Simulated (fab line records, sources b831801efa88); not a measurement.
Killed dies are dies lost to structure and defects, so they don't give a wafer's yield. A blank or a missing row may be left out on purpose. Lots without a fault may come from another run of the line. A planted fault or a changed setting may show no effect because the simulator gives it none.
A struck lot beside a sound one | flow sfq_line | 42 steps out of a route of 325
Sound: wafers L279.2, L279.3, L279.5. Struck: wafers L285.3, L285.6. (L285.2 of the same lot was not struck and is left out.) The cause comes at the end.
At each step with rows: each side's tool, then ch and its chambers, then its first start. Under that, the readings that differ: sound wafers | struck wafers | difference of the means | sigmas: that difference in standard deviations of wafers without a fault.
alike: readings whose means differ by less than 2 such deviations, and words and numbers that are the same on both sides. not compared: withheld readings, readings that some wafer has no value for, bounds like >300 that may hide the same value, and numbers for which the record gives no deviation and whose values overlap.
The two part at a step that has a row with sigmas, a row that says differs or no value, or rows on one side only. Numbers that don't overlap but have no deviation are shown without sigmas and don't part them. A reading that every wafer of one side lacks parts them only if that side has two wafers or more.

first, 2 steps without rows for these wafers: SFQ_TRILAYER_M7_DEP_PRE_CLEAN_176 (time 22.5 s); SFQ_TRILAYER_M7_DEP_SPUTTER_175 (material Nb, target thk 200 nm, time 133.3 s).
SFQ_M7_RS_MEAS_943: measures by four-point-probe.
  sound on film_metro-03, day 78 16:44; struck on film_metro-02, day 81 14:47
  alike: M7_NB_RS
then, 6 steps without rows for these wafers: SFQ_TRILAYER_M7_LITHO_COAT_182 (resist thk 62 nm); SFQ_TRILAYER_M7_LITHO_COAT_177 (resist thk 600 nm); SFQ_TRILAYER_M7_LITHO_SOFTBAKE_181; SFQ_TRILAYER_M7_LITHO_EXPOSE_178 (exposes mask M7, target cd 500 nm); SFQ_TRILAYER_M7_LITHO_PEB_180 (peb time 60 s); SFQ_TRILAYER_M7_LITHO_DEVELOP_179 (time 60 s).
SFQ_M7_OVL_MEAS_945:
  sound on overlay-02, day 79 20:22; struck on overlay-02, day 81 17:48
  alike: M7_OVL
SFQ_TRILAYER_M7_BARC_OPEN_METAL_ETCH_229: etches BARC in O2, target depth 125 nm, time 41.7 s.
  sound on rie_metal-04 ch 0,1, day 79 20:24; struck on rie_metal-04 ch 0,1, day 81 17:50
  alike: drypump_motor_current_A, oes_product_au
  not compared: rf_hours_counter_h
SFQ_TRILAYER_M7_ETCH_METAL_ETCH_180: etches Nb in Cl2/Ar, stops on SiO2, target depth 240 nm, time 120 s.
  sound on rie_metal-04 ch 0,1, day 79 20:28; struck on rie_metal-04 ch 0,1, day 81 17:53
  reading                                             | sound             | struck      | difference | sigmas
  oes_product_au (a.u.)                               | 0.899 0.899 0.904 | 0.861 0.855 | -0.043     | -6
  model.KrF_of_TRILAYER_M7_LITHO_COAT_177.thk_nm (nm) | 381.4 382.7 382.9 | 413.5 411.8 | +30.3      |
  model.M7.feature_depth_nm (nm)                      | 203.2 203.8 203.7 | 186.8 186.6 | -16.9      |
  model.etch.depth_nm (nm)                            | 203.2 203.8 203.7 | 186.8 186.6 | -16.9      |
  alike: drypump_motor_current_A
  not compared: rf_hours_counter_h
SFQ_TRILAYER_M7_STRIP_STRIP_181: strips in O2.
  sound on rie_metal-04 ch 0,1, day 79 20:35; struck on rie_metal-04 ch 0,1, day 81 18:01
  alike: drypump_motor_current_A, oes_product_au
  not compared: rf_hours_counter_h
then, 1 step without rows for these wafers: SFQ_TRILAYER_M7_STRIP_SOLV_CLEAN_182 (cleans in NMP, time 600 s).
SFQ_TRILAYER_I7_DEP_PECVD_183: deposits SiO2 from SiH4/N2O, time 111.11 s, target thk 500 nm.
  sound on pecvd-04 ch 1,2, day 79 21:22; struck on pecvd-01 ch 0,2, day 81 18:47
  alike: chamber_pressure_Torr, heater_power_w, throttle_valve_pct
then, 1 step without rows for these wafers: SFQ_TRILAYER_I7_CMP_CMP_184 (polishes SiO2).
SFQ_I7_BOW_MEAS_946:
  sound on film_metro-04, day 80 01:04; struck on film_metro-04, day 81 21:53
  alike: I7_BOW
SFQ_TRILAYER_I7_METRO_MEASURE_185:
  sound on film_metro-04, day 80 01:22; struck on film_metro-04, day 81 22:11
  alike: thk_nm
then, 6 steps without rows for these wafers: SFQ_TRILAYER_I7_VIA_LITHO_COAT_192 (resist thk 62 nm); SFQ_TRILAYER_I7_VIA_LITHO_COAT_187 (resist thk 650 nm); SFQ_TRILAYER_I7_VIA_LITHO_SOFTBAKE_191; SFQ_TRILAYER_I7_VIA_LITHO_EXPOSE_188 (exposes mask I7, target cd 1000 nm); SFQ_TRILAYER_I7_VIA_LITHO_PEB_190 (peb time 60 s); SFQ_TRILAYER_I7_VIA_LITHO_DEVELOP_189 (time 60 s).
-- the record jumps here: 4 days lie between the struck wafers' starts before and after --
SFQ_I7_OVL_MEAS_947:
  sound on overlay-01, day 83 17:16; struck on overlay-02, day 85 21:46
  alike: I7_OVL
then, 1 step without rows for these wafers: SFQ_TRILAYER_I7_VIA_BARC_OPEN_VIA_ETCH_260 (etches BARC in O2, target depth 125 nm, time 41.7 s).
SFQ_TRILAYER_I7_VIA_ETCH_VIA_ETCH_190: etches SiO2 in CHF3, stops on Nb, target depth 260 nm.
  sound on rie_diel-04 ch 0,1, day 83 17:20; struck on rie_diel-04 ch 0, day 85 21:50
  alike: drypump_motor_current_A, oes_product_au
then, 9 steps without rows for these wafers: SFQ_TRILAYER_I7_VIA_STRIP_STRIP_191 (strips in O2); SFQ_TRILAYER_I7_VIA_STRIP_SOLV_CLEAN_192 (cleans in NMP, time 600 s); SFQ_TRILAYER_M8_LITHO_LOR_COAT_197; SFQ_TRILAYER_M8_LITHO_LOR_BAKE_198; SFQ_TRILAYER_M8_LITHO_COAT_193 (resist thk 600 nm); SFQ_TRILAYER_M8_LITHO_SOFTBAKE_199; SFQ_TRILAYER_M8_LITHO_EXPOSE_194 (exposes mask M8, target cd 2000 nm); SFQ_TRILAYER_M8_LITHO_PEB_196 (peb time 60 s); SFQ_TRILAYER_M8_LITHO_DEVELOP_195 (img clear 15 s, time 55 s).
-- the record jumps here: 4 days lie between the struck wafers' starts before and after --
SFQ_M8_OVL_MEAS_948:
  sound on overlay-02, day 83 22:49; struck on overlay-01, day 89 15:28
  alike: M8_OVL
then, 3 steps without rows for these wafers: SFQ_TRILAYER_M8_DEP_EVAP_197 (material Ti, target thk 20 nm, time 100 s); SFQ_TRILAYER_M8_DEP_EVAP_198 (material Pt, target thk 50 nm, time 250 s); SFQ_TRILAYER_M8_DEP_EVAP_196 (material Au, target thk 180 nm, time 900 s).
SFQ_M8_RS_MEAS_949: measures by four-point-probe.
  sound on film_metro-04, day 83 23:37; struck on film_metro-01, day 89 16:16
  alike: M8_AU_RS
SFQ_M8_BOW_MEAS_951:
  sound on film_metro-04, day 83 23:58; struck on film_metro-02, day 89 16:38
  reading                       | sound    | struck | difference | sigmas
  model.etest.m7.comb_log10_ohm | 12 12 12 | 0 0    | -12        |
  alike: M8_BOW

WHERE THEY PART
Only at SFQ_TRILAYER_M7_ETCH_METAL_ETCH_180, within this record. Later steps at which nothing parts them and some readings are alike: SFQ_TRILAYER_M7_STRIP_STRIP_181, SFQ_TRILAYER_I7_DEP_PECVD_183, SFQ_I7_BOW_MEAS_946, SFQ_TRILAYER_I7_METRO_MEASURE_185, SFQ_I7_OVL_MEAS_947, SFQ_TRILAYER_I7_VIA_ETCH_VIA_ETCH_190, SFQ_M8_OVL_MEAS_948, SFQ_M8_RS_MEAS_949, SFQ_M8_BOW_MEAS_951.

WHY: what the simulator had put in
Process parameter drift: rie_metal-04, from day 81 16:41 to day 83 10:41, at SFQ_TRILAYER_M7_ETCH_METAL_ETCH_180. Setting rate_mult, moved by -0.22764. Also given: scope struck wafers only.
